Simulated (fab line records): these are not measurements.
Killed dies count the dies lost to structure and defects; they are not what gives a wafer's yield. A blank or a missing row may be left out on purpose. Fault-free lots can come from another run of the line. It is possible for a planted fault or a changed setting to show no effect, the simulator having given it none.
A sampling plan put to the test :: flow gf180mcu :: one fab line, 18 faults that these records tell of, each judged on the records of the lots that it struck
The line's own looks make up the plan; these are the steps of the route where a gauge or inspection reads the wafer and leaves it unchanged. A look is open to judgement when struck wafers have a number at it and the file gives its usual mean and standard deviation on fault-free wafers. Caught: 4 or more of those standard deviations (sigma) separate the usual mean from the mean of the struck wafers at a look after the fault's first step. On the tool: the identical test, applied to the tool's own readings at the steps of the fault. Another recipe on the struck wafers, or a record that is blank for them alone, also counts as caught.

## THE FAULTS, as the simulator had put them in
1. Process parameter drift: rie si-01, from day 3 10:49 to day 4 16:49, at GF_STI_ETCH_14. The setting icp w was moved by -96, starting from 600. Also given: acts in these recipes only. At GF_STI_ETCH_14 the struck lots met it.
2. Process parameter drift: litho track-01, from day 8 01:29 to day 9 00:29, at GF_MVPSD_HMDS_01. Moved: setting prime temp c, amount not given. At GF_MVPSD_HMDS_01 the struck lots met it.
3. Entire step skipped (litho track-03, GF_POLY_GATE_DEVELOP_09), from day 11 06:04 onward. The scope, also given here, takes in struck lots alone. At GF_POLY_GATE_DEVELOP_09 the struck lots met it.
4. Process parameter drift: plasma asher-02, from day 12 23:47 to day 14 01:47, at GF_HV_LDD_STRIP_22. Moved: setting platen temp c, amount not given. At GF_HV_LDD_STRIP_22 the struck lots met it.
5. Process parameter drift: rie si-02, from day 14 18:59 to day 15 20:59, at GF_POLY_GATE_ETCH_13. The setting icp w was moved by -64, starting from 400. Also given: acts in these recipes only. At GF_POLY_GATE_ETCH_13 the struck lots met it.
6. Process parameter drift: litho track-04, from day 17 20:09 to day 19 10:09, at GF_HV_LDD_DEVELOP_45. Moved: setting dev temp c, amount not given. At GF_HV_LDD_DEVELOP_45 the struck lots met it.
7. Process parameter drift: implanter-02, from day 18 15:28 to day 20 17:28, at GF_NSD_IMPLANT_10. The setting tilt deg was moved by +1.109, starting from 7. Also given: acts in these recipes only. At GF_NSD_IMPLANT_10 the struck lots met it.
8. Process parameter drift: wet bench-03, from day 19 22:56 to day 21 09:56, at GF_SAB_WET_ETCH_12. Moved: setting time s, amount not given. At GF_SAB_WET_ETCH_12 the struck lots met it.
9. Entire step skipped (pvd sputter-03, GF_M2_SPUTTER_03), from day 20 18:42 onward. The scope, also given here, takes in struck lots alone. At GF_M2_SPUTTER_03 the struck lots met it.
10. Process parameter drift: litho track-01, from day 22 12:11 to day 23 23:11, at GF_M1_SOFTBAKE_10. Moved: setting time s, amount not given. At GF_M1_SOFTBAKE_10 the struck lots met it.
11. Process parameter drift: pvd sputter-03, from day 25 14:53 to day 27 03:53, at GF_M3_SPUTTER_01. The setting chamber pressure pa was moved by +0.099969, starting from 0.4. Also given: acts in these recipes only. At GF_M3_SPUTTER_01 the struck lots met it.
12. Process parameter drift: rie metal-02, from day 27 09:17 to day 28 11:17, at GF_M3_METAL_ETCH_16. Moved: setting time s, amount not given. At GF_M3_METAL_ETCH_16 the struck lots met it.
13. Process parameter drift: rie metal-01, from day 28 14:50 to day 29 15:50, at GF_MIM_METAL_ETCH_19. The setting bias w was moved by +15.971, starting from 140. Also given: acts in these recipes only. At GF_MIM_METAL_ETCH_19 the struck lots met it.
14. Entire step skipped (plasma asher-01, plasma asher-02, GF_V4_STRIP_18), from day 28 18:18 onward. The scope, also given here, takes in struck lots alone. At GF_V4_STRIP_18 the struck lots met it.
15. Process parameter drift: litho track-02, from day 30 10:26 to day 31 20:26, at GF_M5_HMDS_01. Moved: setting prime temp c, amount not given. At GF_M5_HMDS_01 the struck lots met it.
16. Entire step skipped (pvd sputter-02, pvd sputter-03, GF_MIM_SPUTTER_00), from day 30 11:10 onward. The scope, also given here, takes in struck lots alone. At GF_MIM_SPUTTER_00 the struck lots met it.
17. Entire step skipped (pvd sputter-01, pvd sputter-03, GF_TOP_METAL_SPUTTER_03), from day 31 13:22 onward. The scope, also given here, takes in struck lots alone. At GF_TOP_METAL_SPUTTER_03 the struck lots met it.
18. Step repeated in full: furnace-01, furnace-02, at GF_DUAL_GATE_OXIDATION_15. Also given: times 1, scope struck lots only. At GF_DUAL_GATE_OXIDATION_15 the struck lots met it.

## WHAT THE PLAN SAW
fault: 1
on the tool itself: rf fwd power W -47 sigma
first look that catches it: none of the 2 looks that can be judged after it
reading, sigma: -
median hours from its first step to that look: -
hours from the fault's start to the first struck lot there: -
judged looks passed uncaught: 2

fault: 2
on the tool itself: prime temp c +31 sigma
first look that catches it: no look after it can be judged
reading, sigma: -
median hours from its first step to that look: -
hours from the fault's start to the first struck lot there: -
judged looks passed uncaught: 0

fault: 3
on the tool itself: the tool's record is blank for the struck wafers
first look that catches it: no look after it can be judged
reading, sigma: -
median hours from its first step to that look: -
hours from the fault's start to the first struck lot there: -
judged looks passed uncaught: 0

fault: 4
on the tool itself: strip time to endpoint s -18 sigma
first look that catches it: not the one look that can be judged after it
reading, sigma: -
median hours from its first step to that look: -
hours from the fault's start to the first struck lot there: -
judged looks passed uncaught: 1

fault: 5
on the tool itself: rf fwd power W -39 sigma
first look that catches it: not the one look that can be judged after it
reading, sigma: -
median hours from its first step to that look: -
hours from the fault's start to the first struck lot there: -
judged looks passed uncaught: 1

fault: 6
on the tool itself: developer temp C +8.0 sigma
first look that catches it: no look after it can be judged
reading, sigma: -
median hours from its first step to that look: -
hours from the fault's start to the first struck lot there: -
judged looks passed uncaught: 0

fault: 7
on the tool itself: tilt deg +47 sigma
first look that catches it: no look after it can be judged
reading, sigma: -
median hours from its first step to that look: -
hours from the fault's start to the first struck lot there: -
judged looks passed uncaught: 0

fault: 8
on the tool itself: run length s +16 sigma
first look that catches it: not the one look that can be judged after it
reading, sigma: -
median hours from its first step to that look: -
hours from the fault's start to the first struck lot there: -
judged looks passed uncaught: 1

fault: 9
on the tool itself: the tool's record is blank for the struck wafers
first look that catches it: no look after it can be judged
reading, sigma: -
median hours from its first step to that look: -
hours from the fault's start to the first struck lot there: -
judged looks passed uncaught: 0

fault: 10
on the tool itself: run length s +53 sigma
first look that catches it: no look after it can be judged
reading, sigma: -
median hours from its first step to that look: -
hours from the fault's start to the first struck lot there: -
judged looks passed uncaught: 0

fault: 11
on the tool itself: chamber pressure pa +99 or beyond sigma
first look that catches it: no look after it can be judged
reading, sigma: -
median hours from its first step to that look: -
hours from the fault's start to the first struck lot there: -
judged looks passed uncaught: 0

fault: 12
on the tool itself: run length s -15 sigma
first look that catches it: no look after it can be judged
reading, sigma: -
median hours from its first step to that look: -
hours from the fault's start to the first struck lot there: -
judged looks passed uncaught: 0

fault: 13
on the tool itself: bias w +34 sigma
first look that catches it: not the one look that can be judged after it
reading, sigma: -
median hours from its first step to that look: -
hours from the fault's start to the first struck lot there: -
judged looks passed uncaught: 1

fault: 14
on the tool itself: the tool's record is blank for the struck wafers
first look that catches it: no look after it can be judged
reading, sigma: -
median hours from its first step to that look: -
hours from the fault's start to the first struck lot there: -
judged looks passed uncaught: 0

fault: 15
on the tool itself: prime temp c -11 sigma
first look that catches it: no look after it can be judged
reading, sigma: -
median hours from its first step to that look: -
hours from the fault's start to the first struck lot there: -
judged looks passed uncaught: 0

fault: 16
on the tool itself: the tool's record is blank for the struck wafers
first look that catches it: no look after it can be judged
reading, sigma: -
median hours from its first step to that look: -
hours from the fault's start to the first struck lot there: -
judged looks passed uncaught: 0

fault: 17
on the tool itself: the tool's record is blank for the struck wafers
first look that catches it: no look after it can be judged
reading, sigma: -
median hours from its first step to that look: -
hours from the fault's start to the first struck lot there: -
judged looks passed uncaught: 0

fault: 18
on the tool itself: no reading that can be judged
first look that catches it: none of the 2 looks that can be judged after it
reading, sigma: -
median hours from its first step to that look: -
hours from the fault's start to the first struck lot there: -
judged looks passed uncaught: 2
A dash: the fault isn't caught, or these records don't give the number.

Caught at a look: 0 of 18. Caught on the tool: 17 of 18. By one or the other: 17 of 18.
Faults caught by the tool alone: 1, 2, 3, 4, 5, 6, 7, 8, 9, 10, 11, 12, 13, 14, 15, 16, 17.
Caught by neither: fault 18.
